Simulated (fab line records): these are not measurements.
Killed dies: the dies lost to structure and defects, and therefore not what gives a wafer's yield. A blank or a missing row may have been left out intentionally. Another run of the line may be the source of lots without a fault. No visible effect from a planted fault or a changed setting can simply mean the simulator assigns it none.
What tool caused it? + flow sky130 + 43 wafers from 15 lots sampled at 6 of the route's 708 steps

== WHAT EACH GAUGE READ, for each wafer ==
SKY_LI_CONTACT_OVL_MEAS_13.
| lot  | measured     | on         | LI_CONTACT_OVL (nm) |
|------|--------------|------------|---------------------|
| L910 | day 29 03:58 | overlay-02 | -6 -1 0             |
| L911 | day 29 21:58 | overlay-02 | -4 -14 -3           |
| L917 | day 31 11:22 | overlay-02 | -9 -13              |
| L918 | day 31 16:13 | overlay-01 | 2 -4                |
| L919 | day 31 23:42 | overlay-02 | 0 1 1               |
| L920 | day 32 08:52 | overlay-01 | -1 2 0              |
| L922 | day 32 21:17 | overlay-02 | -1 4 8              |
| L925 | day 33 18:46 | overlay-02 | 2 -4 -2             |
| L927 | day 34 17:22 | overlay-01 | -9 -10 -8           |
| L928 | day 34 22:27 | overlay-01 | -10 2 1             |
| L929 | day 35 04:49 | overlay-02 | -8 -6 -8            |
| L930 | day 35 14:46 | overlay-02 | -4 -6 -8            |
| L931 | day 35 23:10 | overlay-01 | 0 2 -3              |
| L932 | day 36 02:37 | overlay-02 | -3 -3 -10           |
| L933 | day 36 11:43 | overlay-01 | -4 -5 2             |

SKY_LI_CONTACT_RS_MEAS_22: a four-point-probe measurement.
| lot  | measured     | on            | LI_CONTACT_W_RS (ohm/sq) |
|------|--------------|---------------|--------------------------|
| L910 | day 29 04:41 | film metro-03 | 0.287 0.289 0.290        |
| L911 | day 29 22:44 | film metro-02 | 0.286 0.291 0.286        |
| L917 | day 31 12:06 | film metro-04 | 0.293 0.287              |
| L918 | day 31 16:57 | film metro-03 | 0.282 0.285              |
| L919 | day 32 00:26 | film metro-03 | 0.286 0.286 0.282        |
| L920 | day 32 09:35 | film metro-04 | 0.287 0.291 0.284        |
| L922 | day 32 22:01 | film metro-03 | 0.286 0.288 0.286        |
| L925 | day 33 19:30 | film metro-02 | 0.286 0.281 0.284        |
| L927 | day 34 18:07 | film metro-04 | 0.287 0.289 0.284        |
| L928 | day 34 23:11 | film metro-03 | 0.284 0.288 0.285        |
| L929 | day 35 05:32 | film metro-04 | 0.284 0.285 0.282        |
| L930 | day 35 15:29 | film metro-04 | 0.293 0.287 0.295        |
| L931 | day 35 23:53 | film metro-02 | 0.283 0.282 0.284        |
| L932 | day 36 03:20 | film metro-04 | 0.288 0.289 0.290        |
| L933 | day 36 12:28 | film metro-04 | 0.289 0.284 0.286        |

SKY_PASSIVATION_THK_MEAS_01.
| lot  | measured     | on            | PASSIVATION_CVD_00_THK (nm) |
|------|--------------|---------------|-----------------------------|
| L910 | day 43 19:08 | film metro-02 | 89.2 92.4 90.3              |
| L911 | day 44 11:09 | film metro-04 | 90.4 90.3 91.4              |
| L917 | day 45 16:35 | film metro-04 | 90.1 91.1 90.1 91.1         |
| L918 | day 45 19:40 | film metro-03 | 90.0 91.2 89.9 91.1         |
| L919 | day 46 02:39 | film metro-02 | 90.2 91.2 90.7              |
| L920 | day 46 12:35 | film metro-04 | 90.0 89.2 91.0              |
| L922 | day 46 21:17 | film metro-04 | 90.0 88.7 91.4              |
| L925 | day 47 12:46 | film metro-02 | 91.6 91.1 93.0              |
| L927 | day 48 05:17 | film metro-03 | 91.4 90.4 91.1              |
| L928 | day 48 10:14 | film metro-02 | 90.8 91.1 91.7              |
| L929 | day 48 11:59 | film metro-02 | 89.8 89.6 90.8              |
| L930 | day 48 18:02 | film metro-03 | 89.2 90.1 91.3              |
| L931 | day 49 02:19 | film metro-03 | 90.1 91.6 91.4              |
| L932 | day 49 04:49 | film metro-03 | 90.3 89.6 91.6              |
| L933 | day 49 11:53 | film metro-03 | 89.7 89.9 90.0              |

== TOOL THAT RAN EACH LOT (tool first, then ch and the chambers of the sampled wafers, then the start) ==
| lot  | SKY_SPACER_ETCHBACK_02             | SKY_METAL1_METAL_ETCH_19          | SKY_METAL1_STRIP_20                  |
|------|------------------------------------|-----------------------------------|--------------------------------------|
| L910 | rie diel-04 ch 0,3, day 23 01:26   | rie metal-01 ch 1, day 32 20:08   | plasma asher-01 ch 0,1, day 32 20:13 |
| L911 | rie diel-04 ch 0,3, day 23 19:14   | rie metal-01 ch 0, day 33 12:43   | plasma asher-04 ch 0,1, day 33 12:50 |
| L917 | rie diel-01 ch 0,2, day 25 12:11   | rie metal-01 ch 0,1, day 34 23:53 | plasma asher-02 ch 1, day 34 23:58   |
| L918 | rie diel-01 ch 1, day 25 19:29     | rie metal-01 ch 1, day 35 04:52   | plasma asher-01 ch 0,1, day 35 04:58 |
| L919 | rie diel-03 ch 1,3, day 26 01:01   | rie metal-01 ch 0, day 35 12:07   | plasma asher-01 ch 0,1, day 35 12:13 |
| L920 | rie diel-04 ch 0,1,2, day 26 10:15 | rie metal-04 ch 0,1, day 35 22:05 | plasma asher-01 ch 0,1, day 35 22:10 |
| L922 | rie diel-03 ch 1,2,3, day 27 00:26 | rie metal-04 ch 0,1, day 36 09:08 | plasma asher-04 ch 0,1, day 36 09:13 |
| L925 | rie diel-04 ch 0,2,3, day 28 00:44 | rie metal-04 ch 1, day 37 06:43   | plasma asher-04 ch 0,1, day 37 06:52 |
| L927 | rie diel-04 ch 0,2, day 29 00:53   | rie metal-04 ch 0,1, day 38 03:31 | plasma asher-04 ch 0,1, day 38 03:37 |
| L928 | rie diel-04 ch 0,2,3, day 29 05:23 | rie metal-02 ch 0,1, day 38 08:41 | plasma asher-01 ch 0,1, day 38 08:47 |
| L929 | rie diel-01 ch 0,2,3, day 29 13:50 | rie metal-01 ch 0,1, day 38 13:19 | plasma asher-01 ch 0,1, day 38 13:25 |
| L930 | rie diel-03 ch 1,2,3, day 29 21:36 | rie metal-04 ch 0,1, day 39 00:20 | plasma asher-01 ch 0,1, day 39 00:25 |
| L931 | rie diel-01 ch 0,1,3, day 30 06:49 | rie metal-04 ch 0, day 39 09:26   | plasma asher-04 ch 0,1, day 39 09:32 |
| L932 | rie diel-03 ch 1,2,3, day 30 10:26 | rie metal-04 ch 0,1, day 39 11:25 | plasma asher-04 ch 0,1, day 39 11:31 |
| L933 | rie diel-04 ch 0,1,2, day 30 20:23 | rie metal-04 ch 1, day 39 21:22   | plasma asher-01 ch 0,1, day 39 21:28 |
- SKY_SPACER_ETCHBACK_02: etches Si3N4 in CH3F/O2, stops on SiO2, time 46.7 s, target depth 45 nm.
- SKY_METAL1_METAL_ETCH_19: etches the open film in Cl2/BCl3, stops on SiO2, target depth 360 nm, time 78 s.
- SKY_METAL1_STRIP_20: strips in O2/N2.

== WHAT THE TOOLS THEMSELVES READ (means of the sampled wafers that have a number; where no wafer has one, the mark that the record gives instead) ==
SKY_SPACER_ETCHBACK_02.
| lot  | tool        | O2_flow_sccm (sccm) | drypump motor current A (A) | oes product au (a.u.) | throttle valve pct (%) |
|------|-------------|---------------------|-----------------------------|-----------------------|------------------------|
| L910 | rie diel-04 | 30.12               | 6.2                         | 0.850                 | 10.563                 |
| L911 | rie diel-04 | 30.12               | 6.2                         | 0.859                 | 10.561                 |
| L917 | rie diel-01 | 30.02               | 6.0                         | 0.849                 | 10.559                 |
| L918 | rie diel-01 | 30.09               | 5.6                         | 0.850                 | 10.572                 |
| L919 | rie diel-03 | 29.97               | 5.8                         | 0.853                 | 10.564                 |
| L920 | rie diel-04 | 30.03               | 5.9                         | 0.863                 | 10.560                 |
| L922 | rie diel-03 | 29.93               | 5.7                         | 0.858                 | 10.567                 |
| L925 | rie diel-04 | 30.06               | 5.8                         | 0.861                 | 10.552                 |
| L927 | rie diel-04 | 30.02               | 6.4                         | 0.862                 | 10.572                 |
| L928 | rie diel-04 | 29.95               | 5.8                         | 0.862                 | 10.565                 |
| L929 | rie diel-01 | 29.96               | 5.8                         | 0.855                 | 10.566                 |
| L930 | rie diel-03 | 29.89               | 5.7                         | 0.848                 | 10.553                 |
| L931 | rie diel-01 | 30.04               | 5.8                         | 0.844                 | 10.566                 |
| L932 | rie diel-03 | 30.07               | 5.7                         | 0.855                 | 10.566                 |
| L933 | rie diel-04 | 30.05               | 5.9                         | 0.841                 | 10.568                 |

SKY_METAL1_METAL_ETCH_19.
| lot  | tool         | drypump motor current A (A) | oes product au (a.u.) | throttle valve pct (%) |
|------|--------------|-----------------------------|-----------------------|------------------------|
| L910 | rie metal-01 | 5.42                        | 0.854                 | 22.260                 |
| L911 | rie metal-01 | 5.57                        | 0.844                 | 22.257                 |
| L917 | rie metal-01 | 5.49                        | 0.850                 | 22.257                 |
| L918 | rie metal-01 | 5.41                        | 0.853                 | 22.263                 |
| L919 | rie metal-01 | 5.56                        | 0.854                 | 22.259                 |
| L920 | rie metal-04 | 5.73                        | 0.854                 | 22.267                 |
| L922 | rie metal-04 | 5.73                        | 0.850                 | 22.268                 |
| L925 | rie metal-04 | 5.74                        | 0.852                 | 22.276                 |
| L927 | rie metal-04 | 5.73                        | 0.853                 | 22.260                 |
| L928 | rie metal-02 | 5.69                        | 0.852                 | 22.267                 |
| L929 | rie metal-01 | 5.51                        | 0.850                 | 22.260                 |
| L930 | rie metal-04 | 5.73                        | 0.853                 | 22.271                 |
| L931 | rie metal-04 | 5.72                        | 0.856                 | 22.263                 |
| L932 | rie metal-04 | 5.74                        | 0.853                 | 22.267                 |
| L933 | rie metal-04 | 5.74                        | 0.860                 | 22.264                 |

SKY_METAL1_STRIP_20.
| lot  | tool            | drypump motor current A (A) | n2 flow sccm (sccm) | oes product au (a.u.) | strip time to endpoint s (s) |
|------|-----------------|-----------------------------|---------------------|-----------------------|------------------------------|
| L910 | plasma asher-01 | 5.79                        | 300.1               | 0.344                 | 2.70                         |
| L911 | plasma asher-04 | 5.60                        | 300.6               | 0.342                 | 2.70                         |
| L917 | plasma asher-02 | 5.58                        | 300.5               | 0.355                 | 3.01                         |
| L918 | plasma asher-01 | 5.71                        | 301.3               | 0.359                 | 3.19                         |
| L919 | plasma asher-01 | 5.79                        | 300.7               | 0.351                 | 2.99                         |
| L920 | plasma asher-01 | 5.81                        | 299.8               | 0.342                 | 2.77                         |
| L922 | plasma asher-04 | 5.62                        | 299.9               | 0.345                 | 2.74                         |
| L925 | plasma asher-04 | 5.51                        | 300.3               | 0.351                 | 2.76                         |
| L927 | plasma asher-04 | 5.51                        | 300.3               | 0.348                 | 2.71                         |
| L928 | plasma asher-01 | 5.80                        | 299.2               | 0.340                 | 2.65                         |
| L929 | plasma asher-01 | 5.65                        | 299.6               | 0.349                 | 2.78                         |
| L930 | plasma asher-01 | 5.80                        | 299.5               | 0.347                 | 2.73                         |
| L931 | plasma asher-04 | 5.60                        | 299.6               | 0.342                 | 2.63                         |
| L932 | plasma asher-04 | 5.60                        | 300.1               | 0.338                 | 2.61                         |
| L933 | plasma asher-01 | 5.64                        | 298.8               | 0.346                 | 2.77                         |

== THE ANSWER, worked out from the rows above alone ==
Rule: the usual values come from the lots themselves. The widest of any qualifying gaps counts: lots, ordered by their means at a reading, are off when they make up no more than a third of the lots, leave a main group of 4 or more, and stand apart from it by 3 or more times the standard deviation of that group's means. The tables above print the reading to a certain number of digits; a main group whose means all agree to those digits is not used. A lot without any number at a reading at which 4 lots or more have one is off too. All remaining lots with rows at the step are treated as sound. Order of review: gauges by route order, followed by the tools' own readings, for which a lot's mean as printed above is used. At the first step where some lot is off, the reading lying furthest off is the one used; lots without a number count as furthest.
Off: L917, L918, L919, at SKY_METAL1_STRIP_20 (strip time to endpoint s). Mean 2.71 s and standard deviation 0.055 in the main group.
If a tool, at that step or one of the process steps before it, ran each lot that is off and ran no sound lot following the first of them, it fits. None of those tried fits.

== WHAT HAD BEEN PUT IN BY THE SIMULATOR ==
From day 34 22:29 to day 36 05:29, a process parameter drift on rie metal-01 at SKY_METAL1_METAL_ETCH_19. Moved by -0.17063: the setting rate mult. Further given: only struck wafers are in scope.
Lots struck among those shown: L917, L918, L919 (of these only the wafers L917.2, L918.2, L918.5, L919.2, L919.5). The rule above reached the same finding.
